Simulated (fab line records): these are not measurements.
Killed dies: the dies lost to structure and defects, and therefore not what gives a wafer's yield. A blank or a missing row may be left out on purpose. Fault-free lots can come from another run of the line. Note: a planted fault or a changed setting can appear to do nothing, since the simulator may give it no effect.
Struck lot and sound lot, side by side || flow sky130 || 13 steps out of a route of 708
Sound: these wafers, L511.1, L511.3, L511.5. Wafers struck: L521.1, L521.4, L521.6. The cause comes at the end.
Order at every step that has rows: each side's tool, ch and its chambers, its first start. Under that, the readings that differ: sound wafers || struck wafers || difference of the means || sigmas: that difference in standard deviations of wafers without a fault.
alike: readings with means less than 2 such deviations apart, plus words and numbers identical on both sides. not compared: withheld readings, readings lacking a value on some wafer, bounds such as >300 that could conceal the same value, and numbers that have no deviation in the record and whose values overlap.
Wherever a step has rows on one side only, a row that says differs or no value, or a row with sigmas, the two part there. Numbers that don't overlap but have no deviation are shown without sigmas and don't part them. A reading missing from all wafers of one side parts the sides only when that side holds two or more wafers.

SKY_FIELD_ISO_BOW_MEAS_00:
  sound: film-metro-02 at day 2 06:00; struck: film-metro-01 at day 4 08:00
  alike: INCOMING_BOW
then, 1 step without rows for these wafers: SKY_FIELD_ISO_OXIDATION_01 (stabilise 600 s, purge 300 s, target thk 12 nm).
SKY_FIELD_ISO_THK_MEAS_02:
  sound: film-metro-01 at day 2 08:19; struck: film-metro-02 at day 4 09:38
  alike: FIELD_ISO_OXIDATION_00_THK
then, 1 step without rows for these wafers: SKY_FIELD_ISO_CVD_03 (deposits Si3N4 from DCS/NH3, target thk 165 nm, time 2830 s).
SKY_FIELD_ISO_THK_MEAS_04:
  sound: film-metro-04 at day 2 10:10; struck: film-metro-04 at day 4 16:37
  alike: FIELD_ISO_CVD_03_THK
then, 6 steps without rows for these wafers: SKY_FIELD_ISO_DEHYDRATE_05 (time 60 s); SKY_FIELD_ISO_HMDS_06 (prime time 60 s); SKY_FIELD_ISO_COAT_07 (resist thk 60 nm); SKY_FIELD_ISO_COAT_08 (resist thk 450 nm); SKY_FIELD_ISO_SOFTBAKE_09 (time 90 s); SKY_FIELD_ISO_EXPOSE_10 (exposes mask FOM, target cd 150 nm).
SKY_FIELD_ISO_PEB_11:
  struck on litho-track-03, day 5 09:00; sound on litho-track-01 ch 0, day 3 00:00
{"reading": "exhaust-pa (Pa)", "sound": "45.7 45.0 44.5", "struck": "- - -", "difference": "no value on the struck wafers", "sigmas": ""}
  not compared: chill-plate-temp-C, resist-line-temp-C
then, 1 step without rows for these wafers: SKY_FIELD_ISO_DEVELOP_12 (develop time 60 s).

== WHERE THEY PART ==
SKY_FIELD_ISO_PEB_11 only, going by this record.

WHY: whatever the simulator had introduced
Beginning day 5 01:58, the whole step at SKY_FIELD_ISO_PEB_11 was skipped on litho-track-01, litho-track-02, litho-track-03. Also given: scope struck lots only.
